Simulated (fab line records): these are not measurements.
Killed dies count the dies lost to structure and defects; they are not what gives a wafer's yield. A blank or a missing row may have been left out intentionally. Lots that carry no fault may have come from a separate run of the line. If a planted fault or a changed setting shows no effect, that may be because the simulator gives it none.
What tool caused it? / flow sky130 / 6 lots, 17 wafers sampled, at 1 step of a route of 708

== WHAT THE GAUGES READ, wafer by wafer ==
SKY_SD_P_TW_MEAS_11.
lot=L409; measured=day 26 01:59; on=film metro-02; SD_P_TW=2803 2797 2801
lot=L413; measured=day 27 15:40; on=film metro-02; SD_P_TW=2799 2806 2789
lot=L416; measured=day 28 17:38; on=film metro-04; SD_P_TW=2812 2810 2816
lot=L421; measured=day 30 07:13; on=film metro-04; SD_P_TW=2788 2800
lot=L425; measured=day 32 01:48; on=film metro-02; SD_P_TW=2784 2789 2788
lot=L428; measured=day 32 17:22; on=film metro-04; SD_P_TW=2805 2822 2808

== WHAT TOOL EACH LOT RAN ON (gives the tool, then ch and the chambers of the sampled wafers, and finally the start) ==
The record holds no process step before these readings.

== THE ANSWER, worked out from the rows above alone ==
Rule: what is usual is taken from the lots themselves. The widest of any qualifying gaps counts: lots, ordered by their means at a reading, are off when they make up no more than a third of the lots, leave a main group of 4 or more, and stand apart from it by 3 or more times the standard deviation of that group's means. If all means in a main group match to the digits the tables above print for the reading, that group is not used. A lot without any number at a reading at which 4 lots or more have one is off too. The other lots that the step has rows for count as sound.
No lot is off at any reading shown: from this, nothing can be told.

== WHAT THE SIMULATOR PUT IN ==
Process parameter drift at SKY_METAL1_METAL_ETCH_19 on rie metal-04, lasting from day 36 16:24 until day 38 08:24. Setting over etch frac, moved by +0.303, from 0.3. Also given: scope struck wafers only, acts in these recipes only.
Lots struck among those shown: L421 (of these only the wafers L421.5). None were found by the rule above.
